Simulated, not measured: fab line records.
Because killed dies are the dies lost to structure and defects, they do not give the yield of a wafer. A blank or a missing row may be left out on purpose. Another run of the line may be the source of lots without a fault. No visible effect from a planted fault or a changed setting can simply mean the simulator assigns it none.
Chamber matching	flow sky130	hdpcvd-01 running SKY_VIA1_HDPCVD_00: 3 sister chambers
The step deposits SiO2, target thk 1030 nm, time 171.7 s. 6 wafers are shown with their chamber, then 8 later ones without.

## EACH WAFER AND ITS CHAMBER
wafer	chamber	susceptorTempC (C)
L681.2	2	400.13
L681.6	0	399.57
L685.1	0	400.37
L685.2	1	399.97
L685.6	1	400.05
L687.4	2	400.22

## WAFERS WITHOUT THEIR CHAMBER
wafer	susceptorTempC (C)
L687.5	399.42
L687.6	399.83
L690.1	399.88
L690.3	400.19
L690.6	400.02
L689.4	399.73
L689.5	400.19
L689.6	400.18

## WHICH CHAMBER EACH ONE RAN IN
wafer	from the rows above	in truth
L687.5	can't be placed: 0 or 1 or 2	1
L687.6	can't be placed: 0 or 1 or 2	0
L690.1	can't be placed: 0 or 1 or 2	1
L690.3	can't be placed: 2 or 1 or 0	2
L690.6	can't be placed: 1 or 0 or 2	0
L689.4	can't be placed: 0 or 1 or 2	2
L689.5	can't be placed: 2 or 1 or 0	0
L689.6	can't be placed: 2 or 1 or 0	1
Placed correctly: 0 of 8. From these rows, 8 cannot be placed; in 8 the true chamber is one of the candidates. Number placed wrongly: 0.
How it was worked out, from the rows above alone: a wafer's distance from a chamber is the root of the sum, over the readings, of the square of ((its reading less the chamber's mean) divided by the reading's scatter). If the next closest chamber is less than 2 further off than the closest, the wafer can't be placed; otherwise it belongs to the closest. For every chamber, the mean is computed from those of its wafers that are shown. How the scatter is found: for the shown wafers, subtract from each reading the mean of its chamber, square and add these, divide the total by (wafers less chambers), then take the root.
